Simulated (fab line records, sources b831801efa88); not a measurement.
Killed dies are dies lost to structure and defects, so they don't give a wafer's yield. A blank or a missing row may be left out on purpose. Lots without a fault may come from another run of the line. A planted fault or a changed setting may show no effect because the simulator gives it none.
Which tool did it? | flow sky130 | 12 lots, 36 wafers sampled, at 1 step of a route of 708

WHAT THE GAUGES READ, wafer by wafer
SKY_FIELD_ISO_THK_MEAS_23.
lot  | measured    | on            | FIELD_ISO_OXIDATION_01_THK (nm)
L076 | day 2 19:38 | film_metro-03 | 10.22 10.27 10.23
L077 | day 3 01:53 | film_metro-04 | 9.99 10.03 9.98
L079 | day 3 10:54 | film_metro-03 | 9.79 9.78 10.12
L081 | day 3 19:58 | film_metro-01 | 9.92 10.02 9.94
L083 | day 4 07:40 | film_metro-03 | 10.16 10.43 10.20
L085 | day 4 14:38 | film_metro-03 | 10.27 10.42 10.22
L087 | day 5 02:14 | film_metro-01 | 10.10 10.12 10.19
L089 | day 5 14:29 | film_metro-04 | 9.77 9.56 9.55
L091 | day 5 23:53 | film_metro-01 | 10.05 10.03 9.91
L093 | day 6 09:30 | film_metro-04 | 10.34 10.12 10.16
L095 | day 6 22:48 | film_metro-03 | 9.91 9.92 9.78
L097 | day 7 05:24 | film_metro-03 | 9.87 9.90 9.94

WHICH TOOL RAN EACH LOT (tool, then ch and the chambers of the sampled wafers, then the start)
The record holds no process step before these readings.

THE ANSWER, worked out from the rows above alone
Rule: what is usual is taken from the lots themselves. Put in order of their means at a reading, lots are off if they are a third of the lots or fewer, leave a main group of 4 or more, and stand apart from it by a gap of 3 or more times the standard deviation of the main group's means; of several such gaps the widest counts. A main group whose means are all the same, to the digits that the tables above print for the reading, isn't used. A lot without any number at a reading at which 4 lots or more have one is off too. The other lots that the step has rows for count as sound.
No lot is off at any reading shown: from this, nothing can be told.

WHAT THE SIMULATOR HAD PUT IN
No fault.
